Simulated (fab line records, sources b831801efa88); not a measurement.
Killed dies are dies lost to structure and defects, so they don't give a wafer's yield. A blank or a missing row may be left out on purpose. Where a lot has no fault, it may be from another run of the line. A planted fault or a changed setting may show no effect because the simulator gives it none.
fab line records / flow gf180mcu
record lots=13 wafers=39 last-day=34
route steps=602 shown STI@5 HV_LDD@227 SALICIDE@283
lots that met no fault: taken from a fault-free run of the same line
start-h: hours from the record's first day to the start of the lot's first wafer shown / wait-h: hours elapsed since this lot's preceding step / " the same as in the row above / L1.1+2: one row covering several wafers at once / - either no value or no given start / * or withheld: withheld / < > ~ a bound
route shown NAME@n: a module of which the file shows steps, and the number in the route of the first / usual: average and standard deviation across the fault-free wafers / same: alike in all rows / chamber/n: place in a boat / sites: readings site by site / _std_site: the values' standard deviation / _edge_site: the outer-site mean with the inner-site mean subtracted / radius-mm: how far each site lies from the wafer's centre / mask NAME#n: copy n / behind: the most recent tool/chamber to have shaped the wafer / hold: what put the lot on hold/how long, in hours/how the hold closed / device: names the non-switching transistor (n, p or np) / end of line: the same wafers' tests at the end of the route / a step given without rows: its recipe and nothing more / killed: dies lost to structure and defects at the first sort, not the wafer's yield / map: a wafer's dies, x killed, . not, _ none there
set.NAME: the setting as run; set.NAME@STEP: as run at that earlier step / model.NAME: the simulator's own value behind a step, which no gauge read
steps of the route over a sample of lots; a table a step, a row a wafer
services: a tool's chamber out of use, with start hour (start-h, from the record's first day; less than 0 if before it), hours out, and reason
## steps
# step GF_STI_THK_MEAS_04
# recipe reads=Si3N4_of_STI_CVD_03
# usual STI_CVD_03_THK=207.6/1.7
lot.wafer=L677.2 tool=film-metro-01 chamber=- start-h=15.72 wait-h=0.0 STI_CVD_03_THK[nm]=208.9
lot.wafer=L677.3 tool=film-metro-01 chamber=- start-h=15.72 wait-h=0.0 STI_CVD_03_THK[nm]=209.4
lot.wafer=L677.6 tool=film-metro-01 chamber=- start-h=15.72 wait-h=0.0 STI_CVD_03_THK[nm]=209.1
lot.wafer=L679.4 tool=film-metro-04 chamber=- start-h=25.18 wait-h=0.0 STI_CVD_03_THK[nm]=208.6
lot.wafer=L679.5 tool=film-metro-04 chamber=- start-h=25.18 wait-h=0.0 STI_CVD_03_THK[nm]=209.8
lot.wafer=L679.6 tool=film-metro-04 chamber=- start-h=25.18 wait-h=0.0 STI_CVD_03_THK[nm]=210.3
lot.wafer=L680.1 tool=film-metro-01 chamber=- start-h=29.57 wait-h=0.0 STI_CVD_03_THK[nm]=207.7
lot.wafer=L680.3 tool=film-metro-01 chamber=- start-h=29.57 wait-h=0.0 STI_CVD_03_THK[nm]=207.0
lot.wafer=L680.5 tool=film-metro-01 chamber=- start-h=29.57 wait-h=0.0 STI_CVD_03_THK[nm]=209.3
lot.wafer=L682.1 tool=film-metro-04 chamber=- start-h=38.56 wait-h=0.0 STI_CVD_03_THK[nm]=206.1
lot.wafer=L682.2 tool=film-metro-04 chamber=- start-h=38.56 wait-h=0.0 STI_CVD_03_THK[nm]=207.7
lot.wafer=L682.3 tool=film-metro-04 chamber=- start-h=38.56 wait-h=0.0 STI_CVD_03_THK[nm]=207.5
lot.wafer=L683.2 tool=film-metro-03 chamber=- start-h=44.64 wait-h=0.0 STI_CVD_03_THK[nm]=206.5
lot.wafer=L683.4 tool=film-metro-03 chamber=- start-h=44.64 wait-h=0.0 STI_CVD_03_THK[nm]=205.3
lot.wafer=L683.5 tool=film-metro-03 chamber=- start-h=44.64 wait-h=0.0 STI_CVD_03_THK[nm]=205.7
lot.wafer=L685.2 tool=film-metro-04 chamber=- start-h=53.71 wait-h=0.0 STI_CVD_03_THK[nm]=207.7
lot.wafer=L685.5 tool=film-metro-04 chamber=- start-h=53.71 wait-h=0.0 STI_CVD_03_THK[nm]=205.9
lot.wafer=L685.6 tool=film-metro-04 chamber=- start-h=53.71 wait-h=0.0 STI_CVD_03_THK[nm]=205.7
lot.wafer=L687.2 tool=film-metro-01 chamber=- start-h=63.85 wait-h=0.0 STI_CVD_03_THK[nm]=207.0
lot.wafer=L687.3 tool=film-metro-01 chamber=- start-h=63.85 wait-h=0.0 STI_CVD_03_THK[nm]=206.3
lot.wafer=L687.4 tool=film-metro-01 chamber=- start-h=63.85 wait-h=0.0 STI_CVD_03_THK[nm]=207.9
lot.wafer=L691.2 tool=film-metro-04 chamber=- start-h=85.11 wait-h=0.0 STI_CVD_03_THK[nm]=206.6
lot.wafer=L691.5 tool=film-metro-04 chamber=- start-h=85.11 wait-h=0.0 STI_CVD_03_THK[nm]=207.9
lot.wafer=L691.6 tool=film-metro-04 chamber=- start-h=85.11 wait-h=0.0 STI_CVD_03_THK[nm]=208.3
lot.wafer=L692.3 tool=film-metro-03 chamber=- start-h=88.82 wait-h=0.0 STI_CVD_03_THK[nm]=205.7
lot.wafer=L692.4 tool=film-metro-03 chamber=- start-h=88.82 wait-h=0.0 STI_CVD_03_THK[nm]=207.0
lot.wafer=L692.6 tool=film-metro-03 chamber=- start-h=88.82 wait-h=0.0 STI_CVD_03_THK[nm]=207.5
lot.wafer=L696.2 tool=film-metro-03 chamber=- start-h=108.57 wait-h=0.0 STI_CVD_03_THK[nm]=207.7
lot.wafer=L696.5 tool=film-metro-03 chamber=- start-h=108.57 wait-h=0.0 STI_CVD_03_THK[nm]=208.0
lot.wafer=L696.6 tool=film-metro-03 chamber=- start-h=108.57 wait-h=0.0 STI_CVD_03_THK[nm]=210.2
lot.wafer=L698.2 tool=film-metro-01 chamber=- start-h=118.57 wait-h=0.0 STI_CVD_03_THK[nm]=205.5
lot.wafer=L698.3 tool=film-metro-01 chamber=- start-h=118.57 wait-h=0.0 STI_CVD_03_THK[nm]=207.7
lot.wafer=L698.4 tool=film-metro-01 chamber=- start-h=118.57 wait-h=0.0 STI_CVD_03_THK[nm]=207.1
lot.wafer=L699.3 tool=film-metro-03 chamber=- start-h=123.58 wait-h=0.0 STI_CVD_03_THK[nm]=209.2
lot.wafer=L699.4 tool=film-metro-03 chamber=- start-h=123.58 wait-h=0.0 STI_CVD_03_THK[nm]=209.9
lot.wafer=L699.5 tool=film-metro-03 chamber=- start-h=123.58 wait-h=0.0 STI_CVD_03_THK[nm]=207.7
lot.wafer=L700.1 tool=film-metro-01 chamber=- start-h=129.33 wait-h=0.0 STI_CVD_03_THK[nm]=209.1
lot.wafer=L700.3 tool=film-metro-01 chamber=- start-h=129.33 wait-h=0.0 STI_CVD_03_THK[nm]=209.4
lot.wafer=L700.4 tool=film-metro-01 chamber=- start-h=129.33 wait-h=0.0 STI_CVD_03_THK[nm]=210.2
# step GF_HV_LDD_CLEAN_51
# recipe chemistry=SC1/SC2 mix=1:4:20 temp-c=70 time-s=150 dry=n2-spin
# usual run-length-s=179/4 temp-c=70.01/0.14
lot.wafer=L677.2 tool=wet-bench-03 chamber=0 start-h=276.40 wait-h=0.0 run-length-s=185 temp-c=70.05
lot.wafer=L677.3 tool=wet-bench-03 chamber=0 start-h=276.40 wait-h=0.0 run-length-s=185 temp-c=70.24
lot.wafer=L677.6 tool=wet-bench-03 chamber=0 start-h=276.40 wait-h=0.0 run-length-s=185 temp-c=70.19
lot.wafer=L679.4 tool=wet-bench-01 chamber=1 start-h=293.26 wait-h=0.0 run-length-s=175 temp-c=70.07
lot.wafer=L679.5 tool=wet-bench-01 chamber=1 start-h=293.26 wait-h=0.0 run-length-s=175 temp-c=69.86
lot.wafer=L679.6 tool=wet-bench-01 chamber=1 start-h=293.26 wait-h=0.0 run-length-s=175 temp-c=69.77
lot.wafer=L680.1 tool=wet-bench-04 chamber=0 start-h=300.73 wait-h=0.1 run-length-s=183 temp-c=70.24
lot.wafer=L680.3 tool=wet-bench-04 chamber=0 start-h=300.73 wait-h=0.1 run-length-s=183 temp-c=69.85
lot.wafer=L680.5 tool=wet-bench-04 chamber=0 start-h=300.73 wait-h=0.1 run-length-s=183 temp-c=70.21
lot.wafer=L682.1 tool=wet-bench-04 chamber=2 start-h=311.85 wait-h=0.1 run-length-s=176 temp-c=70.03
lot.wafer=L682.2 tool=wet-bench-04 chamber=2 start-h=311.85 wait-h=0.1 run-length-s=176 temp-c=69.96
lot.wafer=L682.3 tool=wet-bench-04 chamber=2 start-h=311.85 wait-h=0.1 run-length-s=176 temp-c=70.16
lot.wafer=L683.2 tool=wet-bench-04 chamber=3 start-h=321.53 wait-h=0.0 run-length-s=183 temp-c=69.89
lot.wafer=L683.4 tool=wet-bench-04 chamber=3 start-h=321.53 wait-h=0.0 run-length-s=183 temp-c=70.16
lot.wafer=L683.5 tool=wet-bench-04 chamber=3 start-h=321.53 wait-h=0.0 run-length-s=183 temp-c=69.92
lot.wafer=L685.2 tool=wet-bench-01 chamber=1 start-h=341.73 wait-h=0.0 run-length-s=175 temp-c=70.00
lot.wafer=L685.5 tool=wet-bench-01 chamber=1 start-h=341.73 wait-h=0.0 run-length-s=175 temp-c=69.99
lot.wafer=L685.6 tool=wet-bench-01 chamber=1 start-h=341.73 wait-h=0.0 run-length-s=175 temp-c=70.10
lot.wafer=L687.2 tool=wet-bench-04 chamber=0 start-h=353.93 wait-h=0.0 run-length-s=176 temp-c=70.02
lot.wafer=L687.3 tool=wet-bench-04 chamber=0 start-h=353.93 wait-h=0.0 run-length-s=176 temp-c=70.14
lot.wafer=L687.4 tool=wet-bench-04 chamber=0 start-h=353.93 wait-h=0.0 run-length-s=176 temp-c=69.95
lot.wafer=L691.2 tool=wet-bench-03 chamber=0 start-h=384.18 wait-h=0.0 run-length-s=177 temp-c=70.04
lot.wafer=L691.5 tool=wet-bench-03 chamber=0 start-h=384.18 wait-h=0.0 run-length-s=177 temp-c=69.79
lot.wafer=L691.6 tool=wet-bench-03 chamber=0 start-h=384.18 wait-h=0.0 run-length-s=177 temp-c=70.10
lot.wafer=L692.3 tool=wet-bench-04 chamber=1 start-h=388.37 wait-h=0.0 run-length-s=175 temp-c=69.79
lot.wafer=L692.4 tool=wet-bench-04 chamber=1 start-h=388.37 wait-h=0.0 run-length-s=175 temp-c=69.80
lot.wafer=L692.6 tool=wet-bench-04 chamber=1 start-h=388.37 wait-h=0.0 run-length-s=175 temp-c=69.73
lot.wafer=L696.2 tool=wet-bench-04 chamber=2 start-h=421.38 wait-h=0.0 run-length-s=160 temp-c=69.77
lot.wafer=L696.5 tool=wet-bench-04 chamber=2 start-h=421.38 wait-h=0.0 run-length-s=160 temp-c=69.66
lot.wafer=L696.6 tool=wet-bench-04 chamber=2 start-h=421.38 wait-h=0.0 run-length-s=160 temp-c=69.99
lot.wafer=L698.2 tool=wet-bench-01 chamber=1 start-h=442.12 wait-h=0.0 run-length-s=184 temp-c=69.72
lot.wafer=L698.3 tool=wet-bench-01 chamber=1 start-h=442.12 wait-h=0.0 run-length-s=184 temp-c=70.08
lot.wafer=L698.4 tool=wet-bench-01 chamber=1 start-h=442.12 wait-h=0.0 run-length-s=184 temp-c=69.85
lot.wafer=L699.3 tool=wet-bench-03 chamber=3 start-h=447.74 wait-h=0.0 run-length-s=184 temp-c=70.02
lot.wafer=L699.4 tool=wet-bench-03 chamber=3 start-h=447.74 wait-h=0.0 run-length-s=184 temp-c=70.03
lot.wafer=L699.5 tool=wet-bench-03 chamber=3 start-h=447.74 wait-h=0.0 run-length-s=184 temp-c=69.79
lot.wafer=L700.1 tool=wet-bench-03 chamber=2 start-h=461.02 wait-h=0.1 run-length-s=176 temp-c=70.02
lot.wafer=L700.3 tool=wet-bench-03 chamber=2 start-h=461.02 wait-h=0.1 run-length-s=176 temp-c=70.00
lot.wafer=L700.4 tool=wet-bench-03 chamber=2 start-h=461.02 wait-h=0.1 run-length-s=176 temp-c=69.68
# step GF_SALICIDE_THK_MEAS_05
# recipe thk-meas-gauge=xrf reads=TiN_of_SALICIDE_SPUTTER_03
# usual SALICIDE_TIN_THK=19.77/0.25
lot.wafer=L677.2 tool=film-metro-03 chamber=- start-h=342.00 wait-h=0.1 SALICIDE_TIN_THK[nm]=19.77
lot.wafer=L677.3 tool=film-metro-03 chamber=- start-h=342.00 wait-h=0.1 SALICIDE_TIN_THK[nm]=19.72
lot.wafer=L677.6 tool=film-metro-03 chamber=- start-h=342.00 wait-h=0.1 SALICIDE_TIN_THK[nm]=20.13
lot.wafer=L679.4 tool=film-metro-02 chamber=- start-h=362.14 wait-h=0.1 SALICIDE_TIN_THK[nm]=19.56
lot.wafer=L679.5 tool=film-metro-02 chamber=- start-h=362.14 wait-h=0.1 SALICIDE_TIN_THK[nm]=19.50
lot.wafer=L679.6 tool=film-metro-02 chamber=- start-h=362.14 wait-h=0.1 SALICIDE_TIN_THK[nm]=19.61
lot.wafer=L680.1 tool=film-metro-02 chamber=- start-h=369.56 wait-h=0.1 SALICIDE_TIN_THK[nm]=19.38
lot.wafer=L680.3 tool=film-metro-02 chamber=- start-h=369.56 wait-h=0.1 SALICIDE_TIN_THK[nm]=20.12
lot.wafer=L680.5 tool=film-metro-02 chamber=- start-h=369.56 wait-h=0.1 SALICIDE_TIN_THK[nm]=20.03
lot.wafer=L682.1 tool=film-metro-03 chamber=- start-h=381.01 wait-h=0.1 SALICIDE_TIN_THK[nm]=19.64
lot.wafer=L682.2 tool=film-metro-03 chamber=- start-h=381.01 wait-h=0.1 SALICIDE_TIN_THK[nm]=19.40
lot.wafer=L682.3 tool=film-metro-03 chamber=- start-h=381.01 wait-h=0.1 SALICIDE_TIN_THK[nm]=19.48
lot.wafer=L683.2 tool=film-metro-04 chamber=- start-h=391.12 wait-h=0.1 SALICIDE_TIN_THK[nm]=19.46
lot.wafer=L683.4 tool=film-metro-04 chamber=- start-h=391.12 wait-h=0.1 SALICIDE_TIN_THK[nm]=19.75
lot.wafer=L683.5 tool=film-metro-04 chamber=- start-h=391.12 wait-h=0.1 SALICIDE_TIN_THK[nm]=19.75
lot.wafer=L685.2 tool=film-metro-03 chamber=- start-h=412.47 wait-h=0.1 SALICIDE_TIN_THK[nm]=19.99
lot.wafer=L685.5 tool=film-metro-03 chamber=- start-h=412.47 wait-h=0.1 SALICIDE_TIN_THK[nm]=19.99
lot.wafer=L685.6 tool=film-metro-03 chamber=- start-h=412.47 wait-h=0.1 SALICIDE_TIN_THK[nm]=19.85
lot.wafer=L687.2 tool=film-metro-03 chamber=- start-h=426.69 wait-h=0.1 SALICIDE_TIN_THK[nm]=20.09
lot.wafer=L687.3 tool=film-metro-03 chamber=- start-h=426.69 wait-h=0.1 SALICIDE_TIN_THK[nm]=20.01
lot.wafer=L687.4 tool=film-metro-03 chamber=- start-h=426.69 wait-h=0.1 SALICIDE_TIN_THK[nm]=19.92
lot.wafer=L691.2 tool=film-metro-04 chamber=- start-h=459.39 wait-h=0.1 SALICIDE_TIN_THK[nm]=19.79
lot.wafer=L691.5 tool=film-metro-04 chamber=- start-h=459.39 wait-h=0.1 SALICIDE_TIN_THK[nm]=19.98
lot.wafer=L691.6 tool=film-metro-04 chamber=- start-h=459.39 wait-h=0.1 SALICIDE_TIN_THK[nm]=19.60
lot.wafer=L692.3 tool=film-metro-02 chamber=- start-h=465.04 wait-h=0.1 SALICIDE_TIN_THK[nm]=19.95
lot.wafer=L692.4 tool=film-metro-02 chamber=- start-h=465.04 wait-h=0.1 SALICIDE_TIN_THK[nm]=20.04
lot.wafer=L692.6 tool=film-metro-02 chamber=- start-h=465.04 wait-h=0.1 SALICIDE_TIN_THK[nm]=19.70
lot.wafer=L696.2 tool=film-metro-04 chamber=- start-h=498.45 wait-h=0.1 SALICIDE_TIN_THK[nm]=19.53
lot.wafer=L696.5 tool=film-metro-04 chamber=- start-h=498.45 wait-h=0.1 SALICIDE_TIN_THK[nm]=19.68
lot.wafer=L696.6 tool=film-metro-04 chamber=- start-h=498.45 wait-h=0.1 SALICIDE_TIN_THK[nm]=19.81
lot.wafer=L698.2 tool=film-metro-04 chamber=- start-h=517.90 wait-h=0.1 SALICIDE_TIN_THK[nm]=19.76
lot.wafer=L698.3 tool=film-metro-04 chamber=- start-h=517.90 wait-h=0.1 SALICIDE_TIN_THK[nm]=19.88
lot.wafer=L698.4 tool=film-metro-04 chamber=- start-h=517.90 wait-h=0.1 SALICIDE_TIN_THK[nm]=20.16
lot.wafer=L699.3 tool=film-metro-04 chamber=- start-h=524.20 wait-h=0.1 SALICIDE_TIN_THK[nm]=19.66
lot.wafer=L699.4 tool=film-metro-04 chamber=- start-h=524.20 wait-h=0.1 SALICIDE_TIN_THK[nm]=19.56
lot.wafer=L699.5 tool=film-metro-04 chamber=- start-h=524.20 wait-h=0.1 SALICIDE_TIN_THK[nm]=19.55
lot.wafer=L700.1 tool=film-metro-02 chamber=- start-h=537.34 wait-h=0.1 SALICIDE_TIN_THK[nm]=19.67
lot.wafer=L700.3 tool=film-metro-02 chamber=- start-h=537.34 wait-h=0.1 SALICIDE_TIN_THK[nm]=20.02
lot.wafer=L700.4 tool=film-metro-02 chamber=- start-h=537.34 wait-h=0.1 SALICIDE_TIN_THK[nm]=19.91
# step GF_SALICIDE_RTA_08
# recipe temp-c=800 time-s=30 ambient=N2
# usual chamber-o2-ppm=1.999/0.019 lamp-power-pct=19.1/2.2 wafer_temp_C_max=803.7/2
lot.wafer=L677.2 tool=rtp-anneal-02 chamber=0 start-h=342.35 wait-h=0.0 chamber-o2-ppm=2.005 lamp-power-pct=17.5 wafer_temp_C_max=802.6
lot.wafer=L677.3 tool=rtp-anneal-02 chamber=0 start-h=342.35 wait-h=0.0 chamber-o2-ppm=1.998 lamp-power-pct=17.5 wafer_temp_C_max=802.0
lot.wafer=L677.6 tool=rtp-anneal-02 chamber=0 start-h=342.35 wait-h=0.0 chamber-o2-ppm=2.016 lamp-power-pct=17.4 wafer_temp_C_max=801.2
lot.wafer=L679.4 tool=rtp-anneal-02 chamber=0 start-h=362.42 wait-h=0.1 chamber-o2-ppm=2.000 lamp-power-pct=17.4 wafer_temp_C_max=801.7
lot.wafer=L679.5 tool=rtp-anneal-02 chamber=0 start-h=362.42 wait-h=0.1 chamber-o2-ppm=2.023 lamp-power-pct=17.4 wafer_temp_C_max=802.0
lot.wafer=L679.6 tool=rtp-anneal-02 chamber=0 start-h=362.42 wait-h=0.1 chamber-o2-ppm=1.994 lamp-power-pct=17.5 wafer_temp_C_max=802.0
lot.wafer=L680.1 tool=rtp-anneal-02 chamber=0 start-h=369.82 wait-h=0.0 chamber-o2-ppm=2.013 lamp-power-pct=17.5 wafer_temp_C_max=801.7
lot.wafer=L680.3 tool=rtp-anneal-02 chamber=0 start-h=369.82 wait-h=0.0 chamber-o2-ppm=2.007 lamp-power-pct=17.4 wafer_temp_C_max=802.1
lot.wafer=L680.5 tool=rtp-anneal-02 chamber=0 start-h=369.82 wait-h=0.0 chamber-o2-ppm=1.991 lamp-power-pct=17.4 wafer_temp_C_max=802.7
lot.wafer=L682.1 tool=rtp-anneal-02 chamber=0 start-h=381.26 wait-h=0.0 chamber-o2-ppm=2.014 lamp-power-pct=17.4 wafer_temp_C_max=802.2
lot.wafer=L682.2 tool=rtp-anneal-02 chamber=0 start-h=381.26 wait-h=0.0 chamber-o2-ppm=2.010 lamp-power-pct=17.5 wafer_temp_C_max=803.2
lot.wafer=L682.3 tool=rtp-anneal-02 chamber=0 start-h=381.26 wait-h=0.0 chamber-o2-ppm=2.018 lamp-power-pct=17.4 wafer_temp_C_max=802.9
lot.wafer=L683.2 tool=rtp-anneal-02 chamber=0 start-h=391.38 wait-h=0.0 chamber-o2-ppm=2.018 lamp-power-pct=17.4 wafer_temp_C_max=802.5
lot.wafer=L683.4 tool=rtp-anneal-02 chamber=0 start-h=391.38 wait-h=0.0 chamber-o2-ppm=2.011 lamp-power-pct=17.5 wafer_temp_C_max=801.6
lot.wafer=L683.5 tool=rtp-anneal-02 chamber=0 start-h=391.38 wait-h=0.0 chamber-o2-ppm=2.021 lamp-power-pct=17.4 wafer_temp_C_max=803.3
lot.wafer=L685.2 tool=rtp-anneal-02 chamber=0 start-h=412.73 wait-h=0.0 chamber-o2-ppm=2.012 lamp-power-pct=17.5 wafer_temp_C_max=802.1
lot.wafer=L685.5 tool=rtp-anneal-02 chamber=0 start-h=412.73 wait-h=0.0 chamber-o2-ppm=1.985 lamp-power-pct=17.5 wafer_temp_C_max=803.4
lot.wafer=L685.6 tool=rtp-anneal-02 chamber=0 start-h=412.73 wait-h=0.0 chamber-o2-ppm=1.994 lamp-power-pct=17.4 wafer_temp_C_max=802.3
lot.wafer=L687.2 tool=rtp-anneal-02 chamber=0 start-h=426.95 wait-h=0.0 chamber-o2-ppm=1.995 lamp-power-pct=17.4 wafer_temp_C_max=803.4
lot.wafer=L687.3 tool=rtp-anneal-02 chamber=0 start-h=426.95 wait-h=0.0 chamber-o2-ppm=2.049 lamp-power-pct=17.4 wafer_temp_C_max=802.8
lot.wafer=L687.4 tool=rtp-anneal-02 chamber=0 start-h=426.95 wait-h=0.0 chamber-o2-ppm=2.023 lamp-power-pct=17.5 wafer_temp_C_max=802.0
lot.wafer=L691.2 tool=rtp-anneal-02 chamber=0 start-h=459.64 wait-h=0.0 chamber-o2-ppm=1.992 lamp-power-pct=17.5 wafer_temp_C_max=802.3
lot.wafer=L691.5 tool=rtp-anneal-02 chamber=0 start-h=459.64 wait-h=0.0 chamber-o2-ppm=1.980 lamp-power-pct=17.4 wafer_temp_C_max=801.9
lot.wafer=L691.6 tool=rtp-anneal-02 chamber=0 start-h=459.64 wait-h=0.0 chamber-o2-ppm=1.989 lamp-power-pct=17.4 wafer_temp_C_max=801.5
lot.wafer=L692.3 tool=rtp-anneal-01 chamber=0 start-h=465.31 wait-h=0.0 chamber-o2-ppm=1.967 lamp-power-pct=21.9 wafer_temp_C_max=805.6
lot.wafer=L692.4 tool=rtp-anneal-01 chamber=0 start-h=465.31 wait-h=0.0 chamber-o2-ppm=1.982 lamp-power-pct=21.9 wafer_temp_C_max=805.9
lot.wafer=L692.6 tool=rtp-anneal-01 chamber=0 start-h=465.31 wait-h=0.0 chamber-o2-ppm=1.982 lamp-power-pct=21.9 wafer_temp_C_max=805.6
lot.wafer=L696.2 tool=rtp-anneal-02 chamber=0 start-h=498.72 wait-h=0.0 chamber-o2-ppm=1.996 lamp-power-pct=17.5 wafer_temp_C_max=803.2
lot.wafer=L696.5 tool=rtp-anneal-02 chamber=0 start-h=498.72 wait-h=0.0 chamber-o2-ppm=1.972 lamp-power-pct=17.4 wafer_temp_C_max=802.2
lot.wafer=L696.6 tool=rtp-anneal-02 chamber=0 start-h=498.72 wait-h=0.0 chamber-o2-ppm=1.957 lamp-power-pct=17.5 wafer_temp_C_max=802.0
lot.wafer=L698.2 tool=rtp-anneal-01 chamber=0 start-h=518.16 wait-h=0.0 chamber-o2-ppm=1.964 lamp-power-pct=21.9 wafer_temp_C_max=807.0
lot.wafer=L698.3 tool=rtp-anneal-01 chamber=0 start-h=518.16 wait-h=0.0 chamber-o2-ppm=1.987 lamp-power-pct=21.9 wafer_temp_C_max=805.5
lot.wafer=L698.4 tool=rtp-anneal-01 chamber=0 start-h=518.16 wait-h=0.0 chamber-o2-ppm=1.985 lamp-power-pct=21.9 wafer_temp_C_max=804.1
lot.wafer=L699.3 tool=rtp-anneal-02 chamber=0 start-h=524.46 wait-h=0.0 chamber-o2-ppm=1.998 lamp-power-pct=17.4 wafer_temp_C_max=801.6
lot.wafer=L699.4 tool=rtp-anneal-02 chamber=0 start-h=524.46 wait-h=0.0 chamber-o2-ppm=2.047 lamp-power-pct=17.4 wafer_temp_C_max=802.2
lot.wafer=L699.5 tool=rtp-anneal-02 chamber=0 start-h=524.46 wait-h=0.0 chamber-o2-ppm=2.004 lamp-power-pct=17.5 wafer_temp_C_max=802.4
lot.wafer=L700.1 tool=rtp-anneal-01 chamber=0 start-h=537.60 wait-h=0.0 chamber-o2-ppm=1.986 lamp-power-pct=21.9 wafer_temp_C_max=804.2
lot.wafer=L700.3 tool=rtp-anneal-01 chamber=0 start-h=537.60 wait-h=0.0 chamber-o2-ppm=1.980 lamp-power-pct=21.9 wafer_temp_C_max=805.4
lot.wafer=L700.4 tool=rtp-anneal-01 chamber=0 start-h=537.60 wait-h=0.0 chamber-o2-ppm=1.969 lamp-power-pct=21.9 wafer_temp_C_max=805.8
## services
tool=wet-bench-04 chamber=- start-h=262.20 hours=0.5 kind=repair
tool=wet-bench-03 chamber=- start-h=327.91 hours=3.3 kind=repair
tool=rtp-anneal-01 chamber=- start-h=358.58 hours=47.2 kind=pm
tool=wet-bench-03 chamber=- start-h=372.11 hours=4.3 kind=repair
tool=wet-bench-04 chamber=- start-h=434.78 hours=0.5 kind=repair
tool=wet-bench-03 chamber=- start-h=525.97 hours=2.5 kind=repair
## key
first-sign step=GF_HV_LDD_CLEAN_51 reading=run-length-s direction=down sigmas=4.7 usual=* struck=*
effect none on later readings
met-at GF_HV_LDD_CLEAN_51
struck-lots L696
struck-wafers L696.2,L696.5,L696.6
rows-end L696.5
tester-left-out L696
not-acting-at GF_STI_THK_MEAS_04,GF_SALICIDE_THK_MEAS_05,GF_SALICIDE_RTA_08
onset-between 311.85 421.38
fault kind=process-parameter-drift tool=wet-bench-04 chamber=2 onset-h=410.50 steps=GF_HV_LDD_CLEAN_51 channel=time-s offset=* shape=step end-h=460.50 acts-in=* stated=*
# tester-left-out: of these lots the tester's yield and bins aren't shown, on N5 and GAA mostly nor the transistor test; their killed dies are dies lost to structure and defects alone, not to doping, threshold or leakage, so they don't give the yield
# rows-end: these wafers met a further fault down the route, and their rows from its step on are left out
